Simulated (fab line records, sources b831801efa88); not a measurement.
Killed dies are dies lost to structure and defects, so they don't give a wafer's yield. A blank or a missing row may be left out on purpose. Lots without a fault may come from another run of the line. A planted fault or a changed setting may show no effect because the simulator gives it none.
fab line records | flow sky130
record lots=12 wafers=36 last_day=50
route steps=708 shown VT_ADJUST_NCORE@129 VIA4@641 METAL5@661 PAD_OPEN@708
lots that met no fault: from a run of the same line without faults
start_h: hours from the record's first day to the start of the lot's first wafer shown | wait_h: hours since the lot's step before | " the same as in the row above | L1.1+2: a row that stands for several wafers | - no value, or no start given | * or withheld: withheld | < > ~ a bound
route shown NAME@n: a module of which the file shows steps, and the number in the route of the first | usual: mean/standard deviation of fault-free wafers | same: alike in all rows | chamber/n: place in a boat | sites: the reading at each site | _std_site: their standard deviation | _edge_site: outer sites' mean less inner sites' | radius_mm: how far each site lies from the wafer's centre | mask NAME#n: copy n | behind: the tool/chamber that last shaped the wafer | hold: why the lot was held/for how many hours/how that ended | device: the transistor (n, p or np) that didn't switch | end of line: the same wafers' tests at the end of the route | a step without rows: its recipe alone | killed: dies lost to structure and defects at the first sort, not the wafer's yield | map: a wafer's dies, x killed, . not, _ none there
set.NAME: the setting as run; set.NAME@STEP: as run at that earlier step | model.NAME: the simulator's own value behind a step, which no gauge read
steps of the route over a sample of lots; a table a step, a row a wafer
services: from which hour (start_h, from the record's first day; less than 0 if before it) a tool's chamber was out of use, for how many hours, and why
## steps
# step SKY_VT_ADJUST_NCORE_STRIP_10
# recipe chemistry=O2/N2 power_w=1400 pressure_mtorr=1500 platen_temp_c=withheld o2_flow_sccm=3000 n2_flow_sccm=300 overash_fraction=0.5
# usual drypump_motor_current_A=5.67/0.2 o2_flow_sccm=2999/9.1 oes_product_au=0.716/0.0042 strip_time_to_endpoint_s=14.20/0.044
# columns lot.wafer tool chamber start_h wait_h drypump_motor_current_A o2_flow_sccm oes_product_au rf_hours_counter_h strip_time_to_endpoint_s
L858.2 plasma_asher-04 0 181.31 0.1 5.83 2996 0.720 44 14.23
L858.3 " 1 " " 5.83 2990 0.715 - 14.26
L858.4 " 0 " " 5.85 2992 0.721 - 14.22
L860.1 plasma_asher-03 1 192.82 0.1 5.49 3010 0.713 7 14.24
L860.2 " 0 " " 5.41 2984 0.721 7 14.24
L860.6 " 0 " " 5.39 2987 0.711 - 14.26
L866.2 plasma_asher-01 0 242.12 0.1 5.49 2996 0.713 43 14.19
L866.5 " 1 " " 5.85 3003 0.710 - 14.19
L866.6 " 0 " " 5.47 2991 0.718 - 14.21
L865.1 plasma_asher-04 1 242.42 0.1 5.80 3005 0.712 50 14.18
L865.3 " 1 " " 5.81 3002 0.708 - 14.17
L865.4 " 0 " " 5.83 3013 0.718 - 14.20
L864.1 plasma_asher-01 1 243.11 0.1 5.88 3004 0.714 43 14.13
L864.3 " 0 " " 5.47 2985 0.708 - 14.14
L864.4 " 1 " " 5.89 3010 0.717 - 14.13
L868.1 plasma_asher-03 0 251.52 0.1 5.37 3001 0.720 14 14.24
L868.3 " 1 " " 5.48 2999 0.710 - 14.17
L868.6 " 0 " " 5.37 2997 0.717 - 14.24
L867.1 plasma_asher-01 1 252.72 0.1 5.86 2993 0.706 44 14.21
L867.3 " 1 " " 5.85 2996 0.718 - 14.26
L867.6 " 0 " " 5.50 2991 0.717 - 14.24
L870.1 plasma_asher-01 1 265.76 0.1 5.88 3012 0.713 45 14.13
L870.2 " 0 " " 5.47 3006 0.721 45 14.13
L870.6 " 1 " " 5.88 3007 0.719 - 14.15
L871.2 plasma_asher-01 1 269.72 0.1 5.89 3019 0.718 46 14.26
L871.4 " 0 " " 5.47 3003 0.713 - 14.28
L871.5 " 0 " " 5.49 2991 0.717 - 14.29
L878.1 plasma_asher-01 1 342.50 0.1 5.85 3008 0.713 54 14.25
L878.4 " 0 " " 5.49 3007 0.711 - 14.26
L878.5 " 0 " " 5.48 3001 0.716 - 14.24
L879.3 plasma_asher-01 0 345.84 0.1 5.49 2994 0.708 - 14.22
L879.4 " 1 " " 5.89 2989 0.709 - 14.21
L879.5 " 0 " " 5.48 2998 0.714 - 14.22
L880.1 plasma_asher-01 1 350.47 0.1 5.86 3004 0.718 54 14.16
L880.3 " 1 " " 5.87 2995 0.714 - 14.16
L880.5 " 1 " " 5.89 2991 0.714 - 14.18
# step SKY_VIA4_CMP_02
# recipe material=SiO2 down_force_psi=4 platen_rpm=60 pad_velocity_m_s=0.94248
# usual edge_zone_pressure_frac=1.001/0.0049 head_pressure_psi=4.001/0.0092 motor_current_A=11.8/0.93
# columns lot.wafer tool chamber start_h wait_h edge_zone_pressure_frac head_pressure_psi motor_current_A
L858.4 cmp-02 1 970.48 0.0 1.000 4.018 10.7
L858.3 " 3 " " 0.995 4.013 11.2
L858.2 " 0 " " 1.007 4.006 11.5
L860.2 cmp-01 3 990.39 3.3 1.004 3.999 11.3
L860.1 " 0 " " 1.000 4.009 12.5
L860.6 " 3 " " 1.005 3.998 11.0
L865.1 cmp-02 1 1039.73 0.1 0.998 3.986 10.9
L865.3 " 2 " " 1.007 4.006 12.0
L865.4 " 3 " " 0.999 3.997 11.3
L864.3 cmp-01 3 1039.80 0.1 1.004 3.988 11.1
L864.1 " 1 " " 0.993 3.998 11.1
L864.4 " 2 " " 0.994 4.010 14.1
L866.2 cmp-02 2 1041.39 0.1 1.001 4.013 12.0
L866.5 " 2 " " 0.995 4.005 12.8
L866.6 " 3 " " 0.998 3.994 11.2
L868.3 cmp-01 2 1042.03 0.1 1.008 3.994 13.6
L868.1 " 3 " " 1.008 4.014 11.3
L868.6 " 1 " " 1.005 4.008 10.8
L867.3 cmp-01 1 1045.71 0.1 0.999 3.999 10.7
L867.1 " 2 " " 1.000 4.013 13.6
L867.6 " 0 " " 1.009 4.007 12.5
L870.1 cmp-02 1 1057.90 0.2 1.002 3.991 10.8
L870.2 " 3 " " 1.002 3.986 11.5
L870.6 " 2 " " 0.997 3.986 11.7
L871.4 cmp-02 3 1065.24 0.1 0.995 3.997 11.4
L871.2 " 2 " " 1.004 4.010 11.8
L871.5 " 0 " " 0.998 4.010 11.5
L878.4 cmp-02 2 1115.13 0.0 1.003 4.000 12.3
L878.1 " 0 " " 0.993 4.003 11.7
L878.5 " 2 " " 1.012 4.003 12.4
L879.4 cmp-02 1 1127.19 0.1 1.004 4.003 10.7
L879.3 " 2 " " 1.002 4.010 11.9
L879.5 " 0 " " 1.005 4.002 10.9
L880.3 cmp-02 0 1129.33 0.4 1.009 3.997 11.0
L880.1 " 1 " " 1.000 3.997 10.8
L880.5 " 3 " " 0.996 4.001 11.3
# step SKY_METAL5_SPUTTER_00
# recipe material=Ti target_thk_nm=15 power_w=3000 time_s=10 chamber_pressure_pa=0.4
# usual chamber_pressure_pa=0.3999/0.00078 throttle_valve_pct=29.6/1
# columns lot.wafer tool chamber start_h wait_h chamber_pressure_pa throttle_valve_pct
L858.2 pvd_sputter-04 - 996.09 0.1 0.3998 30.8
L858.3 " - " " 0.3996 27.1
L858.4 " - " " 0.4000 30.0
L860.1 pvd_sputter-02 - 1012.68 0.2 0.3997 30.4
L860.2 " - " " 0.3988 29.6
L860.6 " - " " 0.4007 30.1
L865.1 pvd_sputter-01 - 1063.70 0.2 0.3990 29.9
L865.3 " - " " 0.3995 29.3
L865.4 " - " " 0.3996 30.6
L864.1 pvd_sputter-04 - 1063.86 0.2 0.4007 27.2
L864.3 " - " " 0.4001 30.5
L864.4 " - " " 0.3997 29.8
L866.2 pvd_sputter-04 - 1064.94 0.2 0.3994 30.2
L866.5 " - " " 0.3996 30.9
L866.6 " - " " 0.3999 27.4
L868.1 pvd_sputter-02 - 1065.74 0.1 0.4015 30.2
L868.3 " - " " 0.3985 29.4
L868.6 " - " " 0.4003 29.3
L867.1 pvd_sputter-02 - 1069.37 0.1 0.3999 29.3
L867.3 " - " " 0.4007 30.2
L867.6 " - " " 0.4001 29.1
L870.1 pvd_sputter-02 - 1080.33 0.2 0.3994 29.1
L870.2 " - " " 0.3995 29.5
L870.6 " - " " 0.3983 29.1
L871.2 pvd_sputter-04 - 1087.59 0.2 0.4009 27.2
L871.4 " - " " 0.4010 30.0
L871.5 " - " " 0.4001 30.9
L878.1 pvd_sputter-04 - 1136.35 0.2 0.4003 30.0
L878.4 " - " " 0.3994 29.7
L878.5 " - " " 0.3999 30.0
L879.3 pvd_sputter-04 - 1147.59 0.2 0.3999 30.9
L879.4 " - " " 0.3995 30.3
L879.5 " - " " 0.3999 30.3
L880.1 pvd_sputter-01 - 1149.52 0.1 0.3995 29.2
L880.3 " - " " 0.3996 29.4
L880.5 " - " " 0.4011 30.6
# step SKY_METAL5_SPUTTER_01
# recipe material=TiN target_thk_nm=20 power_w=6500 time_s=16.7 chamber_pressure_pa=0.4
# usual chamber_pressure_pa=0.4000/0.0008 throttle_valve_pct=29.6/1
# columns lot.wafer tool chamber start_h wait_h chamber_pressure_pa throttle_valve_pct
L858.2 pvd_sputter-04 - 996.12 0.0 0.3995 30.5
L858.3 " - " " 0.3994 27.0
L858.4 " - " " 0.4005 30.1
L860.1 pvd_sputter-02 - 1012.70 0.0 0.4010 30.3
L860.2 " - " " 0.4001 29.2
L860.6 " - " " 0.4010 30.3
L865.1 pvd_sputter-01 - 1063.72 0.0 0.4001 29.6
L865.3 " - " " 0.3994 29.6
L865.4 " - " " 0.4000 30.6
L864.1 pvd_sputter-04 - 1063.88 0.0 0.4001 27.6
L864.3 " - " " 0.3997 30.7
L864.4 " - " " 0.3998 30.2
L866.2 pvd_sputter-04 - 1064.96 0.0 0.3998 30.1
L866.5 " - " " 0.3991 30.6
L866.6 " - " " 0.3993 27.0
L868.1 pvd_sputter-02 - 1065.76 0.0 0.3993 30.0
L868.3 " - " " 0.4005 29.1
L868.6 " - " " 0.3991 29.2
L867.1 pvd_sputter-02 - 1069.39 0.0 0.4005 29.3
L867.3 " - " " 0.3989 30.2
L867.6 " - " " 0.3997 29.3
L870.1 pvd_sputter-02 - 1080.35 0.0 0.4019 29.2
L870.2 " - " " 0.3993 29.3
L870.6 " - " " 0.3997 29.1
L871.2 pvd_sputter-04 - 1087.61 0.0 0.3996 27.2
L871.4 " - " " 0.3982 30.1
L871.5 " - " " 0.4002 30.9
L878.1 pvd_sputter-04 - 1136.38 0.0 0.3995 30.1
L878.4 " - " " 0.3984 29.8
L878.5 " - " " 0.3986 30.2
L879.3 pvd_sputter-04 - 1147.61 0.0 0.3983 30.8
L879.4 " - " " 0.4011 30.0
L879.5 " - " " 0.3994 30.3
L880.1 pvd_sputter-01 - 1149.54 0.0 0.4003 29.6
L880.3 " - " " 0.4005 29.8
L880.5 " - " " 0.4002 30.7
# step SKY_PAD_OPEN_PROBE_99
# usual killed_at_M0_to_M3=44/7.2 killed_at_M4_up=3.0/1.8 killed_at_contacts=24/5.4 killed_at_front_end=14/4.4 killed_at_other=0.4/0.64 killed_dies=86/9.4 killed_on_rim=17/3.8 killed_open=47/7.7 killed_short=39/5.8
# same gross_dies=492 killed_at_back_side=0
# columns lot.wafer tool chamber start_h wait_h killed_at_M0_to_M3 killed_at_M4_up killed_at_contacts killed_at_front_end killed_at_other killed_dies killed_on_rim killed_open killed_short
L865.1 prober-02 - 1127.73 0.1 46 3 27 17 0 93 22 58 35
L865.3 prober-02 - 1127.83 0.2 31 2 28 13 2 76 14 45 29
L865.4 prober-02 - 1127.88 0.2 56 1 22 19 1 99 22 61 37
L866.2 prober-02 - 1130.25 0.1 47 3 24 11 1 86 19 51 35
L866.5 prober-02 - 1130.40 0.2 41 7 29 14 0 91 17 50 41
L866.6 prober-02 - 1130.45 0.2 40 3 28 14 0 85 14 53 32
L870.1 prober-01 - 1142.23 0.1 37 1 33 46 0 117 29 42 41
L870.2 prober-01 - 1142.28 0.1 41 4 19 53 1 118 21 40 38
L870.6 prober-01 - 1142.48 0.2 43 7 26 47 0 123 30 56 39
L871.2 prober-01 - 1150.68 0.1 39 3 22 35 0 99 24 35 36
L871.4 prober-01 - 1150.78 0.2 40 5 23 55 1 124 30 42 42
L871.5 prober-01 - 1150.83 0.2 47 4 10 46 0 107 25 33 38
L880.1 prober-01 - 1203.17 0.1 44 4 29 8 2 87 15 45 42
L880.3 prober-01 - 1203.27 0.2 43 3 29 25 0 100 25 53 47
L880.5 prober-01 - 1203.37 0.2 40 3 22 18 0 83 14 40 43
# killed by level:class
L865.1 CONTACT:geometric_particle:open=14 VIA1:geometric_particle:open=13 VIA3:geometric_particle:open=7 VIA2:geometric_particle:open=7 FIELD_ISO:geometric_particle:short=6 LI_CONTACT:geometric_particle:open=6 METAL2:geometric_particle:short=6 CONTACT:geometric_particle:short=4
L865.3 CONTACT:geometric_particle:open=10 LI_CONTACT:geometric_particle:open=9 VIA1:geometric_particle:open=6 VIA2:geometric_particle:open=6 CONTACT:geometric_particle:short=5 VIA1:geometric_particle:short=5 VIA2:geometric_particle:short=5 POLY_GATE:geometric_particle:short=4
L865.4 VIA1:geometric_particle:open=16 CONTACT:geometric_particle:open=8 VIA2:geometric_particle:open=8 POLY_GATE:geometric_particle:open=6 METAL1:geometric_particle:short=6 FIELD_ISO:geometric_particle:open=5 LI_CONTACT:geometric_particle:open=5 CONTACT:geometric_particle:short=5
L866.2 VIA1:geometric_particle:open=17 CONTACT:geometric_particle:open=13 METAL1:geometric_particle:short=6 VIA3:geometric_particle:open=6 LOCAL_INTERCONNECT:geometric_particle:short=4 METAL3:geometric_particle:short=4 FIELD_ISO:geometric_particle:open=3 CONTACT:geometric_particle:short=3
L866.5 CONTACT:geometric_particle:open=12 VIA1:geometric_particle:open=12 VIA1:geometric_particle:short=7 LOCAL_INTERCONNECT:geometric_particle:short=7 METAL1:geometric_particle:short=5 VIA3:geometric_particle:open=5 FIELD_ISO:geometric_particle:open=4 POLY_GATE:geometric_particle:short=4
L866.6 CONTACT:geometric_particle:open=18 VIA1:geometric_particle:open=7 METAL1:geometric_particle:short=7 VIA2:geometric_particle:open=6 VIA3:geometric_particle:open=6 FIELD_ISO:geometric_particle:open=5 METAL2:geometric_particle:short=4 VIA3:geometric_particle:short=4
L870.1 VT_ADJUST_NCORE:unspecified=34 CONTACT:geometric_particle:open=11 METAL1:geometric_particle:short=8 VIA3:geometric_particle:open=8 LOCAL_INTERCONNECT:geometric_particle:short=7 LI_CONTACT:geometric_particle:open=6 CONTACT:geometric_particle:short=6 VIA1:geometric_particle:open=4
L870.2 VT_ADJUST_NCORE:unspecified=40 VIA3:geometric_particle:open=8 CONTACT:geometric_particle:open=7 VIA1:geometric_particle:open=7 METAL1:geometric_particle:short=5 POLY_GATE:geometric_particle:short=5 LI_CONTACT:geometric_particle:open=5 VIA1:geometric_particle:short=5
L870.6 VT_ADJUST_NCORE:unspecified=28 VIA2:geometric_particle:open=12 VIA3:geometric_particle:open=9 CONTACT:geometric_particle:open=9 VIA1:geometric_particle:open=8 FIELD_ISO:geometric_particle:short=6 POLY_GATE:geometric_particle:open=6 METAL1:geometric_particle:short=6
L871.2 VT_ADJUST_NCORE:unspecified=28 CONTACT:geometric_particle:open=12 METAL1:geometric_particle:short=8 VIA1:geometric_particle:open=8 METAL2:geometric_particle:short=6 LI_CONTACT:geometric_particle:open=4 VIA1:geometric_particle:short=4 VIA2:geometric_particle:open=4
L871.4 VT_ADJUST_NCORE:unspecified=40 CONTACT:geometric_particle:open=8 VIA2:geometric_particle:open=7 VIA1:geometric_particle:open=7 FIELD_ISO:geometric_particle:short=6 FIELD_ISO:geometric_particle:open=6 LI_CONTACT:geometric_particle:open=6 VIA1:geometric_particle:short=6
L871.5 VT_ADJUST_NCORE:unspecified=36 VIA1:geometric_particle:open=10 METAL2:geometric_particle:short=8 METAL1:geometric_particle:short=6 VIA3:geometric_particle:open=6 METAL2:geometric_particle:open=5 VIA2:geometric_particle:open=4 POLY_GATE:geometric_particle:short=4
L880.1 CONTACT:geometric_particle:open=9 VIA1:geometric_particle:open=7 VIA2:geometric_particle:open=7 VIA3:geometric_particle:open=6 LI_CONTACT:geometric_particle:open=5 LOCAL_INTERCONNECT:geometric_particle:short=5 CONTACT:geometric_particle:short=5 VIA3:geometric_particle:short=5
L880.3 CONTACT:geometric_particle:open=14 VIA1:geometric_particle:open=9 VIA1:geometric_particle:short=8 METAL1:geometric_particle:short=7 FIELD_ISO:geometric_particle:open=6 POLY_GATE:geometric_particle:open=5 LI_CONTACT:geometric_particle:open=5 CONTACT:geometric_particle:short=5
L880.5 VIA1:geometric_particle:open=8 VIA1:geometric_particle:short=7 LI_CONTACT:geometric_particle:short=5 CONTACT:geometric_particle:short=5 CONTACT:geometric_particle:open=5 VIA3:geometric_particle:open=5 FIELD_ISO:geometric_particle:open=4 LI_CONTACT:geometric_particle:open=4
## services
# columns tool chamber start_h hours kind
cmp-02 - 184.09 1.2 repair
plasma_asher-01 - 203.31 7.0 repair
cmp-02 - 238.87 4.0 pm
cmp-02 - 249.68 2.1 repair
cmp-02 - 299.81 4.0 pm
cmp-02 - 361.41 4.6 pm
pvd_sputter-04 - 403.37 2.6 repair
plasma_asher-01 - 413.21 2.6 repair
pvd_sputter-04 - 433.21 5.0 repair
pvd_sputter-04 - 459.28 1.0 repair
plasma_asher-01 - 460.53 2.8 pm
pvd_sputter-02 - 510.04 1.5 repair
pvd_sputter-04 - 521.53 3.5 repair
pvd_sputter-04 - 529.81 1.7 repair
pvd_sputter-02 - 534.95 1.1 repair
cmp-02 - 578.87 4.0 pm
plasma_asher-01 - 634.97 14.6 pm
cmp-02 - 641.47 1.4 repair
cmp-02 - 674.40 0.5 repair
pvd_sputter-02 - 714.69 1.1 repair
cmp-02 - 730.48 7.9 pm
pvd_sputter-04 - 757.59 7.3 repair
pvd_sputter-04 - 799.92 4.6 repair
pvd_sputter-04 - 925.17 3.5 repair
## key
first_sign step=SKY_PAD_OPEN_PROBE_99 reading=killed_at_front_end direction=up sigmas=7.4 usual=14 struck=47
effect step=SKY_PAD_OPEN_PROBE_99 reading=killed_dies direction=up sigmas=3 usual=86 struck=115
met_at SKY_VT_ADJUST_NCORE_STRIP_10
struck_lots L870,L871
tester_left_out L870,L871
not_acting_at SKY_VIA4_CMP_02,SKY_METAL5_SPUTTER_00,SKY_METAL5_SPUTTER_01
onset_between 252.72 265.76
fault kind=chamber_particle_source tool=plasma_asher-01 chamber=- onset_h=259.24 steps=SKY_VT_ADJUST_NCORE_STRIP_10 rate_per_visit_cm2=0.42835 end_h=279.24
# tester_left_out: of these lots the tester's yield and bins aren't shown, on N5 and GAA mostly nor the transistor test; their killed dies are dies lost to structure and defects alone, not to doping, threshold or leakage, so they don't give the yield
